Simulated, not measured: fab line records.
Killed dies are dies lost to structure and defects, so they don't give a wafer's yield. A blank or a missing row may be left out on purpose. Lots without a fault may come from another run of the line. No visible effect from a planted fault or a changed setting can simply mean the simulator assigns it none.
A struck lot beside a sound one | flow sky130 | 17 steps out of a route of 708
Sound: the wafers L824.1, L824.5, L824.6. Wafers L831.1, L831.2, L831.6 were the ones struck. The cause is named last.
Order at every step that has rows: each side's tool, ch and its chambers, its first start. Under that, the readings that differ: sound wafers | struck wafers | difference of the means | sigmas: that difference in standard deviations of wafers without a fault.
alike: readings with means less than 2 such deviations apart, plus words and numbers identical on both sides. not compared: withheld readings, readings lacking a value on some wafer, bounds such as >300 that could conceal the same value, and numbers that have no deviation in the record and whose values overlap.
The two part at a step that has a row with sigmas, a row that says differs or no value, or rows on one side only. Numbers that don't overlap but have no deviation are shown without sigmas and don't part them. A reading missing from all wafers of one side parts the sides only when that side holds two or more wafers.

first, 4 steps without rows for these wafers: SKY_FIELD_ISO_WET_ETCH_29 (etches Si3N4 in H3PO4, target depth 160 nm, time 1825 s); SKY_FIELD_ISO_WET_ETCH_30 (etches SiO2 in dHF, target depth 25 nm, time 50 s); SKY_NWELL_CLEAN_00 (cleans in SC1/SC2, time 150 s); SKY_NWELL_OXIDATION_01 (stabilise 600 s, purge 300 s, target thk 10 nm).
SKY_NWELL_THK_MEAS_02:
  sound on film_metro-02, day 5 09:27; struck on film_metro-02, day 6 22:36
  alike: NWELL_OXIDATION_THK
then, 7 steps without rows for these wafers: SKY_DNWELL_DEHYDRATE_00 (time 60 s); SKY_DNWELL_HMDS_01 (prime time 60 s); SKY_DNWELL_COAT_02 (resist thk 3000 nm); SKY_DNWELL_SOFTBAKE_03; SKY_DNWELL_EXPOSE_04 (exposes mask DNM, target cd 3000 nm); SKY_DNWELL_PEB_05; SKY_DNWELL_DEVELOP_06 (develop time 60 s).
SKY_DNWELL_IMPLANT_07:
  sound on implanter-01 ch 0, day 6 03:07; struck on implanter-02 ch 0, day 7 17:53
SKY_DNWELL_STRIP_08: strips in O2/N2.
  sound on plasma_asher-01 ch 0,1, day 6 03:16; struck on plasma_asher-03 ch 0,1, day 7 18:02
  alike: drypump_motor_current_A, oes_product_au, strip_time_to_endpoint_s
  not compared: rf_hours_counter_h
SKY_DNWELL_TW_MEAS_09:
  sound on film_metro-03, day 6 03:22; struck on film_metro-02, day 7 18:08
  reading   | sound          | struck         | difference | sigmas
  DNWELL_TW | 1108 1108 1106 | 1382 1388 1383 | +277       | +48
then, 1 step without rows for these wafers: SKY_PWDE_DEHYDRATE_00 (time 60 s).
-- the record jumps here: 43 days lie between the struck wafers' starts before and after (it left off in module PWDE and takes up again in module PAD_OPEN, whose first step shown is number 708 of the route) --
SKY_PAD_OPEN_PROBE_99:
  sound on prober-02, day 49 00:41; struck on prober-01, day 50 15:51
  reading                                    | sound             | struck            | difference | sigmas
  model.etest.res_deep_nwell.rs_ohm_sq       | 2172 2163 2167    | 1200 1213 1212    | -959       |
  model.etest.res_deep_nwell.line_ohm_um     | 715.9 718.8 721.8 | 405.7 404.5 404.3 | -314.0     |
  model.etest.res_pwde_under_gate.rs_ohm_sq  | 6048 6063 6059    | 6425 6350 6420    | +342       |
  model.etest.res_pwell_under_gate.rs_ohm_sq | 2247 2263 2245    | 2320 2336 2353    | +85        |
  alike: killed_at_M0_to_M3, killed_at_M4_up, killed_at_contacts, killed_at_front_end, killed_at_other, killed_dies, killed_open, killed_short

## WHERE THEY PART
Only at SKY_DNWELL_TW_MEAS_09, within this record. Later steps at which nothing parts them and some readings are alike: SKY_PAD_OPEN_PROBE_99.

WHY: the cause the simulator had injected
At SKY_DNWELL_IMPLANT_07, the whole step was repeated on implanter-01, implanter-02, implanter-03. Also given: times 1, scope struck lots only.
